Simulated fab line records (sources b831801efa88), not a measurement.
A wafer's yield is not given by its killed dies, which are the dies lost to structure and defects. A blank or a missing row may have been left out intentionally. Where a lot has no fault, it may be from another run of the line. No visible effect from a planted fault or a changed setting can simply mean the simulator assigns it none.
fab line records	flow sky130
record: lots: 6	wafers: 18	last-day: 50
route steps=708 shown VIA4@651 METAL5@661 PAD_OPEN@708
lots that met no fault: taken from a fault-free run of the same line
start-h: hours from the record's opening day to when the first of the lot's shown wafers began	wait-h: hours from the lot's prior step to this one	" same as the row above	L1.1+2: a single row standing in for several wafers	- either no value or no given start	* or withheld: withheld	< > ~ a bound
route shown NAME@n: a module of which the file shows steps, and the number in the route of the first	usual: mean/standard deviation taken from wafers without a fault	same: alike in all rows	chamber/n: place in a boat	sites: the reading at each site	_std_site: the standard deviation of these	_edge_site: outer sites' mean less inner sites'	radius-mm: for every site, how far away it sits from the centre of the wafer	mask NAME#n: copy n	behind: the tool/chamber that last shaped the wafer	hold: reason for holding the lot/hours on hold/outcome of the hold	device: which transistor (n, p or np) failed to switch	end of line: the route-end tests of the same wafers	step lacking rows: just its recipe	killed: count of dies lost to structure and defects at first sort (not the wafer's yield)	map: shows each die of a wafer: x if killed, . if not, _ if none is there
set.NAME: the setting that was run; set.NAME@STEP: the one run at that earlier step	model.NAME: the simulator's own value behind a step, which no gauge read
lots at some steps of the route; a table a step, a row a wafer
services: the hour from which a tool's chamber was out of use, counted from the record's first day as start-h (under 0 if before that day), plus the number of hours and why
== steps ==
step: SKY_VIA4_ETCH_12
recipe: target: SiO2	chemistry: C4F8/O2/Ar	stop-on: TiN	mask-material: NOVOLAK	source-w: 1500	bias-w: 1200	pressure-mtorr: 40	c4f8-flow-sccm: withheld	O2_flow_sccm: 6	Ar_flow_sccm: 300	time-s: withheld	target-depth-a: 5800
step: SKY_VIA4_STRIP_13
recipe: chemistry: O2/N2	power-w: 1400	pressure-mtorr: 1500	platen-temp-c: withheld	o2-flow-sccm: 3000	n2-flow-sccm: 300	overash-fraction: 0.5
step: SKY_VIA4_STRIP_14
recipe: chemistry: post-etch-residue-remover	time-s: 1200	temp-c: 72.5
step: SKY_VIA4_CLEAN_15
recipe: chemistry: IPA	time-s: 180	temp-c: 25
step: SKY_VIA4_CLEAN_16
recipe: chemistry: O3/DIW	dry: n2-spin
step: SKY_VIA4_SPUTTER_17
recipe: material: TiN	target-thk-nm: 20	chamber-pressure-pa: 5	power-w: 4000	time-s: 80
usual: throttle-valve-pct: 30.1/1.3
lot.wafer	tool	chamber	start-h	wait-h	throttle-valve-pct
L427.2	pvd-sputter-03	-	1029.52	0.0	30.1
L427.3	"	-	"	"	30.9
L427.5	"	-	"	"	31.0
L432.2	pvd-sputter-04	-	1061.37	0.0	30.3
L432.3	"	-	"	"	28.6
L432.4	"	-	"	"	29.7
L442.1	pvd-sputter-03	-	1114.21	0.0	30.7
L442.3	"	-	"	"	29.8
L442.4	"	-	"	"	31.0
L443.2	pvd-sputter-03	-	1132.87	0.0	29.9
L443.3	"	-	"	"	31.0
L443.6	"	-	"	"	31.2
L445.2	pvd-sputter-03	-	1135.77	0.0	31.1
L445.4	"	-	"	"	31.1
L445.6	"	-	"	"	30.9
L444.2	pvd-sputter-03	-	1137.52	0.0	31.2
L444.4	"	-	"	"	30.0
L444.5	"	-	"	"	30.2
step: SKY_VIA4_CVD_18
recipe: material: W	target-thk-nm: 505	time-s: 152.14	temp-c: 400	pressure-torr: 40
step: SKY_VIA4_RS_MEAS_19
recipe: thk-meas-gauge: four-point-probe	reads: W_of_VIA4_CVD_18+TiN_of_VIA4_SPUTTER_17
usual: VIA4_W_RS: 0.226/0.0052
lot.wafer	tool	chamber	start-h	wait-h	VIA4_W_RS[ohm/sq]
L427.2	film-metro-04	-	1029.77	0.1	0.227
L427.3	"	-	"	"	0.230
L427.5	"	-	"	"	0.233
L432.2	film-metro-01	-	1061.61	0.1	0.217
L432.3	"	-	"	"	0.219
L432.4	"	-	"	"	0.223
L442.1	film-metro-04	-	1114.42	0.1	0.232
L442.3	"	-	"	"	0.232
L442.4	"	-	"	"	0.232
L443.2	film-metro-02	-	1133.11	0.1	0.225
L443.3	"	-	"	"	0.226
L443.6	"	-	"	"	0.220
L445.2	film-metro-04	-	1136.00	0.1	0.226
L445.4	"	-	"	"	0.220
L445.6	"	-	"	"	0.224
L444.2	film-metro-02	-	1137.76	0.1	0.229
L444.4	"	-	"	"	0.230
L444.5	"	-	"	"	0.236
step: SKY_VIA4_THK_MEAS_20
recipe: thk-meas-gauge: xrf	reads: W_of_VIA4_CVD_18
usual: VIA4_W_THK: 515/12
lot.wafer	tool	chamber	start-h	wait-h	VIA4_W_THK[nm]
L427.2	film-metro-04	-	1029.88	0.1	517
L427.3	"	-	"	"	515
L427.5	"	-	"	"	509
L432.2	film-metro-01	-	1061.72	0.1	531
L432.3	"	-	"	"	526
L432.4	"	-	"	"	512
L442.1	film-metro-04	-	1114.54	0.1	504
L442.3	"	-	"	"	506
L442.4	"	-	"	"	507
L443.2	film-metro-02	-	1133.22	0.1	513
L443.3	"	-	"	"	513
L443.6	"	-	"	"	524
L445.2	film-metro-04	-	1136.11	0.1	519
L445.4	"	-	"	"	535
L445.6	"	-	"	"	523
L444.2	film-metro-02	-	1137.87	0.1	506
L444.4	"	-	"	"	502
L444.5	"	-	"	"	490
step: SKY_VIA4_CMP_21
recipe: stop-on: SiO2	t-overpolish-s: 25	down-force-psi: 3.5	platen-rpm: 60	target-thk-nm: 0	pad-velocity-m-s: 0.94248
usual: motor-current-A: 11.3/0.98	overpolish-run-s: 24.999/0.0095	platen-rpm: 60.00/0.038	slurry-filter-dp-kPa: 13.50/0.13	time-to-endpoint-s: 124/6.2
lot.wafer	tool	chamber	start-h	wait-h	motor-current-A	overpolish-run-s	platen-rpm	slurry-filter-dp-kPa	time-to-endpoint-s
L427.3	cmp-02	1	1029.93	0.0	12.5	25.005	60.01	13.48	117
L427.2	"	2	"	"	11.2	25.000	60.04	13.55	118
L427.5	"	2	"	"	11.0	24.999	60.01	13.69	112
L432.3	cmp-01	2	1061.77	0.0	12.5	24.989	59.97	13.53	128
L432.4	"	3	"	"	11.6	25.007	60.02	13.51	127
L432.2	"	0	"	"	12.3	24.993	59.99	13.38	132
L442.4	cmp-02	1	1114.60	0.0	12.7	25.004	59.94	13.53	116
L442.1	"	3	"	"	9.3	25.002	59.99	13.49	123
L442.3	"	0	"	"	10.6	25.008	59.99	13.81	120
L443.3	cmp-02	3	1133.32	0.1	9.5	24.987	60.04	13.47	126
L443.2	"	0	"	"	10.5	25.003	60.08	13.59	131
L443.6	"	3	"	"	10.0	24.998	60.07	13.68	132
L445.4	cmp-01	1	1136.16	0.0	10.4	25.003	60.03	13.26	129
L445.2	"	2	"	"	12.9	24.984	60.00	13.65	122
L445.6	"	1	"	"	10.9	25.005	59.98	13.48	126
L444.2	cmp-01	1	1138.02	0.1	10.9	25.000	59.98	13.49	128
L444.4	"	2	"	"	12.7	25.009	59.98	13.50	117
L444.5	"	1	"	"	10.9	24.987	60.03	13.48	119
step: SKY_METAL5_SPUTTER_00
recipe: material: Ti	target-thk-nm: 15	power-w: 3000	time-s: 10	chamber-pressure-pa: 0.4
step: SKY_METAL5_SPUTTER_01
recipe: material: TiN	target-thk-nm: 20	power-w: 6500	time-s: 16.7	chamber-pressure-pa: 0.4
usual: throttle-valve-pct: 30.2/0.68
lot.wafer	tool	chamber	start-h	wait-h	throttle-valve-pct
L427.2	pvd-sputter-02	-	1030.25	0.0	30.1
L427.3	"	-	"	"	30.0
L427.5	"	-	"	"	30.5
L432.2	pvd-sputter-02	-	1062.09	0.0	30.7
L432.3	"	-	"	"	31.1
L432.4	"	-	"	"	30.3
L442.1	pvd-sputter-02	-	1114.93	0.0	29.6
L442.3	"	-	"	"	30.5
L442.4	"	-	"	"	30.0
L443.2	pvd-sputter-04	-	1133.59	0.0	29.7
L443.3	"	-	"	"	28.6
L443.6	"	-	"	"	30.3
L445.2	pvd-sputter-02	-	1136.49	0.0	30.2
L445.4	"	-	"	"	30.9
L445.6	"	-	"	"	30.7
L444.2	pvd-sputter-03	-	1138.29	0.0	31.3
L444.4	"	-	"	"	31.0
L444.5	"	-	"	"	31.0
step: SKY_METAL5_SPUTTER_02
recipe: material: AlCu	target-thk-nm: 1150	power-w: 10600	time-s: 61.2	chamber-pressure-pa: 0.4
usual: throttle-valve-pct: 30.1/0.68
lot.wafer	tool	chamber	start-h	wait-h	throttle-valve-pct
L427.2	pvd-sputter-02	-	1030.28	0.0	30.2
L427.3	"	-	"	"	29.9
L427.5	"	-	"	"	30.7
L432.2	pvd-sputter-02	-	1062.11	0.0	30.6
L432.3	"	-	"	"	30.9
L432.4	"	-	"	"	30.1
L442.1	pvd-sputter-02	-	1114.95	0.0	29.7
L442.3	"	-	"	"	30.9
L442.4	"	-	"	"	30.2
L443.2	pvd-sputter-04	-	1133.61	0.0	29.4
L443.3	"	-	"	"	28.6
L443.6	"	-	"	"	30.4
L445.2	pvd-sputter-02	-	1136.51	0.0	29.8
L445.4	"	-	"	"	30.9
L445.6	"	-	"	"	31.0
L444.2	pvd-sputter-03	-	1138.32	0.0	30.9
L444.4	"	-	"	"	31.0
L444.5	"	-	"	"	30.8
step: SKY_METAL5_SPUTTER_03
recipe: material: Ti	target-thk-nm: 5	power-w: 3000	time-s: 3.455	chamber-pressure-pa: 0.4
step: SKY_METAL5_SPUTTER_04
recipe: material: TiN	target-thk-nm: 70	power-w: 6500	time-s: 58.3	chamber-pressure-pa: 0.4
step: SKY_METAL5_RS_MEAS_05
recipe: thk-meas-gauge: four-point-probe	reads: TiN_of_METAL5_SPUTTER_04+Ti_of_METAL5_SPUTTER_03+AlCu_of_METAL5_SPUTTER_02+TiN_of_METAL5_SPUTTER_01+Ti_of_METAL5_SPUTTER_00
usual: METAL5_ALCU_RS: 0.02704/0.00026
lot.wafer	tool	chamber	start-h	wait-h	hold	METAL5_ALCU_RS[ohm/sq]
L427.2	film-metro-02	-	1030.42	0.0	-	0.02723
L427.3	"	-	"	"	-	0.02684
L427.5	"	-	"	"	-	0.02695
L432.2	film-metro-02	-	1062.25	0.0	-	0.02685
L432.3	"	-	"	"	-	0.02691
L432.4	"	-	"	"	-	0.02688
L442.1	film-metro-03	-	1115.07	0.0	await-dispo/0.2h/release	0.0323
L442.3	"	-	"	"	await-dispo/0.2h/release	0.033
L442.4	"	-	"	"	await-dispo/0.2h/release	0.03296
L442.1	film-metro-03	-	1115.36	0.3	-	0.03227
L442.3	"	-	"	"	-	0.03296
L442.4	"	-	"	"	-	0.03306
L443.2	film-metro-03	-	1133.75	0.0	-	0.02698
L443.3	"	-	"	"	-	0.02685
L443.6	"	-	"	"	-	0.02691
L445.2	film-metro-04	-	1136.65	0.0	await-dispo/0.2h/release	0.03262
L445.4	"	-	"	"	await-dispo/0.2h/release	0.03251
L445.6	"	-	"	"	await-dispo/0.2h/release	0.03312
L445.2	film-metro-04	-	1136.94	0.3	-	0.03263
L445.4	"	-	"	"	-	0.03251
L445.6	"	-	"	"	-	0.03304
L444.2	film-metro-04	-	1138.47	0.1	-	0.0271
L444.4	"	-	"	"	-	0.02687
L444.5	"	-	"	"	-	0.02705
step: SKY_METAL5_THK_MEAS_06
recipe: thk-meas-gauge: xrf	reads: AlCu_of_METAL5_SPUTTER_02
usual: METAL5_ALCU_THK: 1167/13
lot.wafer	tool	chamber	start-h	wait-h	hold	METAL5_ALCU_THK[nm]
L427.2	film-metro-02	-	1030.53	0.1	-	1163
L427.3	"	-	"	"	-	1179
L427.5	"	-	"	"	-	1176
L432.2	film-metro-02	-	1062.36	0.1	-	1186
L432.3	"	-	"	"	-	1177
L432.4	"	-	"	"	-	1182
L442.1	film-metro-03	-	1118.24	2.9	await-dispo/0.2h/release	1016
L442.3	"	-	"	"	await-dispo/0.2h/release	994
L442.4	"	-	"	"	await-dispo/0.2h/release	994
L442.1	film-metro-03	-	1118.53	0.3	-	1012
L442.3	"	-	"	"	-	996
L442.4	"	-	"	"	-	994
L443.2	film-metro-03	-	1133.86	0.1	-	1174
L443.3	"	-	"	"	-	1180
L443.6	"	-	"	"	-	1173
L444.2	film-metro-04	-	1138.58	0.1	-	1166
L444.4	"	-	"	"	-	1173
L444.5	"	-	"	"	-	1166
L445.2	film-metro-04	-	1139.37	2.4	await-dispo/0.2h/release	1003
L445.4	"	-	"	"	await-dispo/0.2h/release	1003
L445.6	"	-	"	"	await-dispo/0.2h/release	988
L445.2	film-metro-04	-	1139.62	0.2	-	1003
L445.4	"	-	"	"	-	1006
L445.6	"	-	"	"	-	991
step: SKY_METAL5_HMDS_08
recipe: prime-time-s: 60	prime-temp-c: 120
step: SKY_METAL5_COAT_09
recipe: resist: NOVOLAK	spin-rpm: 3000	resist-thk-nm: 1800
step: SKY_METAL5_SOFTBAKE_10
recipe: temp-c: 90	time-s: 60	resist: NOVOLAK
step: SKY_METAL5_EXPOSE_11
recipe: mask-id: MM5	na: 0.6	source-shape: conventional	sigma-outer: 0.6	polarization: unpolarized	target-cd-nm: 1600	dose-mj: 190
step: SKY_METAL5_PEB_12
recipe: temp-c: withheld	time-s: *	resist: NOVOLAK
step: SKY_METAL5_DEVELOP_13
recipe: resist: NOVOLAK	developer: TMAH	develop-time-s: 60	dev-temp-c: 23
step: SKY_METAL5_DESCUM_14
recipe: chemistry: O2	source-power-w: 150	bias-power-w: 0	pressure-mtorr: 10	temp-c: 40	time-s: 11
usual: drypump-motor-current-A: 5.7/0.37	oes-product-au: 0.996/0.012
lot.wafer	tool	chamber	start-h	wait-h	drypump-motor-current-A	oes-product-au	rf-hours-counter-h
L427.2	rie-metal-01	1	1053.07	0.1	5.7	0.990	8
L427.3	"	0	"	"	5.9	1.004	-
L427.5	"	1	"	"	5.7	0.996	-
L432.2	rie-metal-04	0	1083.72	0.1	5.3	1.002	22
L432.3	"	1	"	"	6.1	0.995	-
L432.4	"	0	"	"	5.3	0.992	-
L442.1	rie-metal-04	0	1133.68	0.1	5.3	0.988	26
L442.3	"	0	"	"	5.3	0.987	-
L442.4	"	1	"	"	6.0	0.980	-
L443.2	rie-metal-04	1	1151.03	0.1	6.1	0.980	22
L443.3	"	0	"	"	5.3	0.986	-
L443.6	"	1	"	"	6.1	0.979	-
L445.2	rie-metal-03	1	1154.47	0.1	6.0	1.010	24
L445.4	"	1	"	"	6.0	1.011	-
L445.6	"	1	"	"	6.0	1.013	-
L444.2	rie-metal-03	0	1156.62	0.1	5.1	0.991	28
L444.4	"	1	"	"	6.0	1.018	-
L444.5	"	1	"	"	6.0	1.015	-
step: SKY_METAL5_METAL_ETCH_15
recipe: target-depth-a: 12600	stop-on: SiO2	over-etch-frac: 0.2	time-s: 252	chemistry: Cl2/BCl3	resist-sidewall-deg: 86	pressure-mtorr: 10	icp-w: 900	bias-w: 48.5	Cl2_flow_sccm: 60	bcl3-flow-sccm: 30
usual: drypump-motor-current-A: 5.7/0.37	oes-product-au: 0.895/0.0052	throttle-valve-pct: 22.264/0.0091
lot.wafer	tool	chamber	start-h	wait-h	drypump-motor-current-A	oes-product-au	rf-hours-counter-h	throttle-valve-pct
L427.2	rie-metal-01	1	1053.11	0.0	5.7	0.884	8	22.276
L427.3	"	0	"	"	5.9	0.899	-	22.256
L427.5	"	1	"	"	5.7	0.884	-	22.276
L432.2	rie-metal-04	0	1083.76	0.0	5.3	0.897	22	22.268
L432.3	"	1	"	"	6.1	0.900	-	22.267
L432.4	"	0	"	"	5.3	0.893	-	22.262
L442.1	rie-metal-04	0	1133.72	0.0	5.3	0.832	26	22.274
L442.3	"	0	"	"	5.3	0.827	-	22.253
L442.4	"	1	"	"	6.1	0.822	-	22.254
L443.2	rie-metal-04	1	1151.06	0.0	6.1	0.901	22	22.250
L443.3	"	0	"	"	5.3	0.899	-	22.268
L443.6	"	1	"	"	6.1	0.895	-	22.262
L445.2	rie-metal-03	1	1154.51	0.0	6.0	0.815	24	22.264
L445.4	"	1	"	"	6.0	0.825	-	22.252
L445.6	"	1	"	"	6.0	0.820	-	22.267
L444.2	rie-metal-03	0	1156.66	0.0	5.1	0.888	28	22.276
L444.4	"	1	"	"	6.0	0.903	-	22.263
L444.5	"	1	"	"	6.0	0.896	-	22.268
step: SKY_METAL5_STRIP_16
recipe: chemistry: O2/N2	power-w: 1441	pressure-mtorr: 1500	platen-temp-c: withheld	o2-flow-sccm: 3000	n2-flow-sccm: 300	overash-fraction: 0.5
usual: drypump-motor-current-A: 5.7/0.67	o2-flow-sccm: 3000/8.5	oes-product-au: 0.721/0.0046	strip-time-to-endpoint-s: 12.84/0.13
lot.wafer	tool	chamber	start-h	wait-h	drypump-motor-current-A	o2-flow-sccm	oes-product-au	rf-hours-counter-h	strip-time-to-endpoint-s
L427.2	plasma-asher-02	1	1053.34	0.2	5.3	3014	0.723	58	12.69
L427.3	"	0	"	"	6.8	3006	0.723	-	12.74
L427.5	"	0	"	"	6.8	2989	0.720	-	12.83
L432.2	plasma-asher-04	0	1083.99	0.2	5.6	2993	0.722	2	12.82
L432.3	"	0	"	"	5.6	3007	0.720	-	12.95
L432.4	"	1	"	"	5.2	3002	0.725	-	12.85
L442.1	plasma-asher-01	0	1133.95	0.2	5.0	3013	0.724	36	12.85
L442.3	"	0	"	"	4.9	2992	0.719	-	12.80
L442.4	"	1	"	"	5.6	2999	0.724	-	12.98
L443.2	plasma-asher-01	1	1151.29	0.2	5.6	3003	0.719	37	12.93
L443.3	"	1	"	"	5.6	3010	0.724	-	12.83
L443.6	"	0	"	"	4.9	3010	0.713	-	13.03
L445.2	plasma-asher-04	0	1154.74	0.2	5.6	2994	0.722	8	12.60
L445.4	"	0	"	"	5.6	3003	0.721	-	12.62
L445.6	"	0	"	"	5.6	3003	0.719	-	12.69
L444.2	plasma-asher-01	0	1156.89	0.2	4.9	2990	0.722	38	12.89
L444.4	"	0	"	"	4.9	3001	0.728	-	12.64
L444.5	"	0	"	"	4.9	2997	0.719	-	12.64
step: SKY_PAD_OPEN_PROBE_99
usual: defect-limited-yield: 82.6/1.9	killed_at_M0_to_M3: 43/7.2	killed_at_M4_up: 3.5/2	killed-at-contacts: 24/5.2	killed-at-front-end: 15/4.4	killed-at-other: 0.2/0.48	killed-dies: 85/9.4	killed-open: 46/7.3	killed-short: 39/6.1	sort_bin_3_pad_short: 0.8/0.37	sort_bin_5_function: 10.2/1.4	sort_bin_6_memory: 6.3/1.1	sort-n-pass: 407/9.4	sort-yield-pct: 82.6/1.9
same: gross-dies: 492	killed-at-back-side: 0	sort_bin_4_leakage[%]: 0	sort_bin_8_speed[%]: 0
lot.wafer	tool	chamber	start-h	wait-h	defect-limited-yield[%]	killed_at_M0_to_M3	killed_at_M4_up	killed-at-contacts	killed-at-front-end	killed-at-other	killed-dies	killed-open	killed-short	sort_bin_3_pad_short[%]	sort_bin_5_function[%]	sort_bin_6_memory[%]	sort-n-pass	sort-yield-pct[%]	model.etest.met5.rs-ohm-sq-rim-less-centre
L427.2	prober-02	-	1099.27	0.1	82.5	31	3	34	18	0	86	49	37	1.2	9.8	6.5	406	82.5	0.0008494
L427.3	prober-02	-	1099.32	0.2	82.7	47	2	28	8	0	85	41	44	0.8	10.8	5.7	407	82.7	-0.0006039
L427.5	prober-02	-	1099.42	0.2	82.5	45	1	22	18	0	86	53	33	1.4	10.6	5.5	406	82.5	4.203e-05
L432.2	prober-01	-	1127.20	0.1	83.9	36	4	28	11	0	79	47	32	0.4	10.6	5.1	413	83.9	-0.000328
L432.3	prober-01	-	1127.25	0.2	84.3	42	5	18	11	1	77	37	39	1.4	8.9	5.3	415	84.3	-0.000516
L432.4	prober-01	-	1127.30	0.2	83.5	46	3	18	14	0	81	45	36	0.6	10.4	5.5	411	83.5	8.602e-05
L442.1	prober-01	-	1172.35	0.1	85.6	40	0	21	10	0	71	41	30	0.4	9.6	4.5	421	85.6	0.008599
L442.3	prober-01	-	1172.45	0.2	84.6	38	1	26	11	0	76	46	30	0.8	9.3	5.3	416	84.6	0.008916
L442.4	prober-01	-	1172.50	0.2	83.7	41	2	25	12	0	80	41	39	0.8	10.8	4.7	412	83.7	0.008428
L443.2	prober-02	-	1187.79	0.1	81.9	39	1	30	19	0	89	48	41	1.2	10.8	6.1	403	81.9	0.0003961
L443.3	prober-02	-	1187.84	0.2	82.5	39	3	22	21	1	86	41	41	0.8	11.0	5.7	406	82.5	-0.0003834
L443.6	prober-02	-	1187.99	0.2	82.7	50	2	19	14	0	85	37	48	0.6	9.3	7.3	407	82.7	-0.000342
L445.2	prober-01	-	1189.89	0.1	85.4	35	2	20	15	0	72	39	33	0.6	8.9	5.1	420	85.4	0.008865
L445.4	prober-01	-	1189.99	0.2	81.5	44	0	29	18	0	91	59	32	1.0	10.4	7.1	401	81.5	0.008578
L445.6	prober-01	-	1190.09	0.2	82.3	35	8	27	17	0	87	44	43	1.4	9.3	6.9	405	82.3	0.009368
L444.2	prober-02	-	1192.32	0.1	80.1	52	4	32	10	0	98	64	34	0.8	12.4	6.7	394	80.1	-0.0001195
L444.4	prober-02	-	1192.42	0.2	79.7	47	8	26	18	1	100	52	48	1.2	11.4	7.7	392	79.7	-0.0003155
L444.5	prober-02	-	1192.47	0.2	81.9	47	2	17	23	0	89	44	45	1.0	12.2	4.9	403	81.9	3.092e-05
killed by level:class
L427.2 CONTACT:geometric-particle:open=11 LI_CONTACT:geometric-particle:open=8 VIA3:geometric-particle:open=8 CONTACT:geometric-particle:short=6 VIA1:geometric-particle:open=6 LI_CONTACT:geometric-particle:short=4 FIELD_ISO:geometric-particle:open=3 FIELD_ISO:geometric-particle:short=3
L427.3 CONTACT:geometric-particle:open=13 VIA1:geometric-particle:open=9 METAL1:geometric-particle:short=6 VIA1:geometric-particle:short=6 VIA3:geometric-particle:open=6 POLY_GATE:geometric-particle:short=5 VIA2:geometric-particle:open=5 CONTACT:geometric-particle:short=5
L427.5 VIA1:geometric-particle:open=13 CONTACT:geometric-particle:open=10 LOCAL_INTERCONNECT:geometric-particle:short=7 VIA2:geometric-particle:open=7 METAL2:geometric-particle:short=7 FIELD_ISO:geometric-particle:short=5 VIA3:geometric-particle:open=5 POLY_GATE:geometric-particle:open=4
L432.2 VIA1:geometric-particle:open=10 CONTACT:geometric-particle:open=10 LI_CONTACT:geometric-particle:open=9 METAL2:geometric-particle:short=6 METAL1:geometric-particle:short=5 VIA2:geometric-particle:open=5 VIA3:geometric-particle:open=5 POLY_GATE:geometric-particle:open=4
L432.3 VIA1:geometric-particle:open=8 METAL1:geometric-particle:short=8 CONTACT:geometric-particle:open=7 VIA1:geometric-particle:short=6 VIA2:geometric-particle:open=4 FIELD_ISO:geometric-particle:short=3 CONTACT:geometric-particle:short=3 METAL1:geometric-particle:open=3
L432.4 VIA1:geometric-particle:open=12 CONTACT:geometric-particle:open=9 VIA3:geometric-particle:open=8 METAL1:geometric-particle:short=5 VIA1:geometric-particle:short=5 METAL2:geometric-particle:short=5 LOCAL_INTERCONNECT:geometric-particle:short=4 VIA2:geometric-particle:open=4
L442.1 VIA3:geometric-particle:open=8 CONTACT:geometric-particle:open=7 VIA1:geometric-particle:open=7 LI_CONTACT:geometric-particle:open=6 VIA2:geometric-particle:open=5 METAL1:geometric-particle:short=4 CONTACT:geometric-particle:short=4 VIA1:geometric-particle:short=4
L442.3 LI_CONTACT:geometric-particle:open=10 VIA1:geometric-particle:open=10 CONTACT:geometric-particle:open=6 LOCAL_INTERCONNECT:geometric-particle:short=5 METAL2:geometric-particle:short=5 VIA2:geometric-particle:open=5 VIA3:geometric-particle:open=5 FIELD_ISO:geometric-particle:short=4
L442.4 VIA1:geometric-particle:open=8 LI_CONTACT:geometric-particle:open=7 METAL2:geometric-particle:short=6 FIELD_ISO:geometric-particle:short=5 LI_CONTACT:geometric-particle:short=5 VIA2:geometric-particle:short=5 CONTACT:geometric-particle:open=5 METAL3:geometric-particle:open=4
L443.2 CONTACT:geometric-particle:open=15 VIA1:geometric-particle:open=8 METAL1:geometric-particle:short=8 METAL2:geometric-particle:short=8 POLY_GATE:geometric-particle:short=7 VIA3:geometric-particle:open=7 LI_CONTACT:geometric-particle:open=6 POLY_GATE:geometric-particle:open=4
L443.3 VIA1:geometric-particle:open=9 METAL2:geometric-particle:short=9 CONTACT:geometric-particle:open=7 VIA3:geometric-particle:open=6 FIELD_ISO:geometric-particle:short=5 LI_CONTACT:geometric-particle:open=5 VIA1:geometric-particle:short=5 POLY_GATE:geometric-particle:open=4
L443.6 VIA1:geometric-particle:open=12 CONTACT:geometric-particle:open=8 METAL2:geometric-particle:short=8 METAL1:geometric-particle:short=6 VIA1:geometric-particle:short=6 VIA3:geometric-particle:open=6 METAL3:geometric-particle:short=5 FIELD_ISO:geometric-particle:short=4
L445.2 VIA1:geometric-particle:open=7 LI_CONTACT:geometric-particle:open=6 VIA2:geometric-particle:open=6 FIELD_ISO:geometric-particle:open=5 CONTACT:geometric-particle:short=5 CONTACT:geometric-particle:open=5 METAL2:geometric-particle:short=5 FIELD_ISO:geometric-particle:short=4
L445.4 CONTACT:geometric-particle:open=11 VIA2:geometric-particle:open=9 VIA1:geometric-particle:open=9 VIA3:geometric-particle:open=8 FIELD_ISO:geometric-particle:open=6 LI_CONTACT:geometric-particle:open=6 FIELD_ISO:geometric-particle:short=5 METAL2:geometric-particle:short=5
L445.6 CONTACT:geometric-particle:open=9 VIA3:geometric-particle:open=8 LI_CONTACT:geometric-particle:open=8 POLY_GATE:geometric-particle:short=7 CONTACT:geometric-particle:short=7 VIA1:geometric-particle:open=6 METAL4:geometric-particle:short=6 FIELD_ISO:geometric-particle:open=4
L444.2 LI_CONTACT:geometric-particle:open=15 VIA1:geometric-particle:open=15 METAL1:geometric-particle:short=9 VIA2:geometric-particle:open=9 VIA3:geometric-particle:open=7 CONTACT:geometric-particle:open=6 LOCAL_INTERCONNECT:geometric-particle:short=4 CONTACT:geometric-particle:short=4
L444.4 VIA1:geometric-particle:open=9 LI_CONTACT:geometric-particle:open=8 METAL1:geometric-particle:short=7 CONTACT:geometric-particle:open=7 METAL4:geometric-particle:short=7 POLY_GATE:geometric-particle:open=6 METAL2:geometric-particle:short=6 VIA3:geometric-particle:open=6
L444.5 VIA1:geometric-particle:open=9 POLY_GATE:geometric-particle:short=7 VIA2:geometric-particle:open=6 CONTACT:geometric-particle:open=6 METAL1:geometric-particle:short=6 FIELD_ISO:geometric-particle:short=5 VIA2:geometric-particle:short=5 FIELD_ISO:geometric-particle:open=4
== services ==
tool	chamber	start-h	hours	kind
pvd-sputter-02	-	1009.48	8.0	repair
cmp-01	-	1012.06	17.0	repair
cmp-01	-	1019.44	1.6	repair
cmp-01	-	1037.47	1.1	repair
cmp-02	-	1043.21	2.9	repair
pvd-sputter-03	2	1055.10	-	consumable-replace:kit
pvd-sputter-03	2	1055.10	18.0	scheduled-down
pvd-sputter-03	2	1055.10	18.0	vent-cycle
plasma-asher-04	-	1055.25	9.0	pm
pvd-sputter-02	1	1062.23	-	consumable-replace:kit
pvd-sputter-02	1	1062.23	18.0	scheduled-down
pvd-sputter-02	1	1062.23	18.0	vent-cycle
rie-metal-01	0	1076.67	5.7	repair
cmp-02	-	1082.43	4.0	pm
pvd-sputter-03	-	1082.50	2.9	repair
rie-metal-03	0	1094.27	1.4	repair
rie-metal-01	0	1097.02	31.0	repair
plasma-asher-01	-	1097.69	1.8	repair
plasma-asher-01	-	1111.52	15.6	pm
rie-metal-03	0	1111.55	5.8	repair
plasma-asher-04	-	1120.79	12.1	repair
cmp-01	-	1127.60	5.5	pm
cmp-01	-	1150.08	4.9	repair
pvd-sputter-03	-	1152.70	6.2	repair
== key ==
first-sign: step: SKY_METAL5_RS_MEAS_05	reading: visit	direction: added
effect: step: SKY_METAL5_RS_MEAS_05	reading: METAL5_ALCU_RS	direction: up	sigmas: 22	usual: 0.02704	struck: 0.03275
effect: step: SKY_METAL5_THK_MEAS_06	reading: visit	direction: added
effect: step: SKY_METAL5_THK_MEAS_06	reading: METAL5_ALCU_THK	direction: down	sigmas: 13	usual: 1167	struck: 1000
effect: step: SKY_METAL5_METAL_ETCH_15	reading: oes-product-au	direction: down	sigmas: 14	usual: 0.895	struck: 0.823
model-effect: step: SKY_PAD_OPEN_PROBE_99	value: etest.met5.rs-ohm-sq-rim-less-centre	without: -3.808e-05	struck: 0.008792
met-at SKY_METAL5_SPUTTER_02
struck-wafers L442.1,L442.3,L442.4,L445.2,L445.4,L445.6
onset-between 1062.11 1114.95
also-fits SKY_METAL5_SPUTTER_01:pvd-sputter-02
fault: kind: site-profile-drift	tool: pvd-sputter-02	chamber: -	onset-h: 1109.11	steps: SKY_METAL5_SPUTTER_02	basis: fraction	max-abs-drift: 0.33248	slope-share-per-hr: 73.883	site-pattern: 0,0,0,0,0,-1,-1,-1,-1
